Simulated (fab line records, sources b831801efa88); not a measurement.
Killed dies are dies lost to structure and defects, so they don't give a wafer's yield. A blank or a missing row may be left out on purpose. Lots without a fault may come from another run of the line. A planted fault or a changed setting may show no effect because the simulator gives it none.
Chamber matching | flow sky130 | SKY_VIA1_CMP_02 on cmp-01: 4 sister chambers
The step polishes SiO2. 4 wafers are shown with their chamber, then 10 later ones without.

WAFERS WITH THEIR CHAMBER
wafer  | chamber | motor_current_A (A)
L089.2 | 0       | 11.5
L090.3 | 3       | 10.8
L091.2 | 1       | 13.1
L091.3 | 2       | 13.1

WAFERS WITHOUT THEIR CHAMBER
wafer  | motor_current_A (A)
L091.5 | 11.6
L095.2 | 12.5
L095.3 | 11.8
L095.5 | 10.8
L097.2 | 14.2
L097.4 | 11.4
L097.6 | 11.0
L096.3 | 11.8
L096.5 | 12.7
L096.6 | 14.0

WHICH CHAMBER EACH WENT THROUGH
wafer  | from the rows above               | in truth
L091.5 | can't be placed: 0 or 3           | 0
L095.2 | can't be placed: 1 or 2 or 0      | 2
L095.3 | can't be placed: 0 or 3 or 1 or 2 | 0
L095.5 | can't be placed: 3 or 0           | 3
L097.2 | can't be placed: 1 or 2           | 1
L097.4 | can't be placed: 0 or 3           | 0
L097.6 | can't be placed: 3 or 0           | 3
L096.3 | can't be placed: 0 or 3 or 1 or 2 | 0
L096.5 | can't be placed: 1 or 2 or 0      | 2
L096.6 | can't be placed: 1 or 2           | 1
Placed correctly: 0 of 10. Can't be placed from these rows: 10 (the true chamber is among the candidates in 10). Placed wrongly: 0.
How it was worked out, from the rows above alone: a wafer's distance from a chamber is the root of the sum, over the readings, of the square of ((its reading less the chamber's mean) divided by the reading's scatter). The wafer belongs to the nearest chamber; if the next one is less than 2 further off, it can't be placed. A chamber's mean is the mean of its shown wafers. The scatter: with one shown wafer a chamber, the root of the mean of the squares of how far each hidden wafer lies from its nearest shown one.
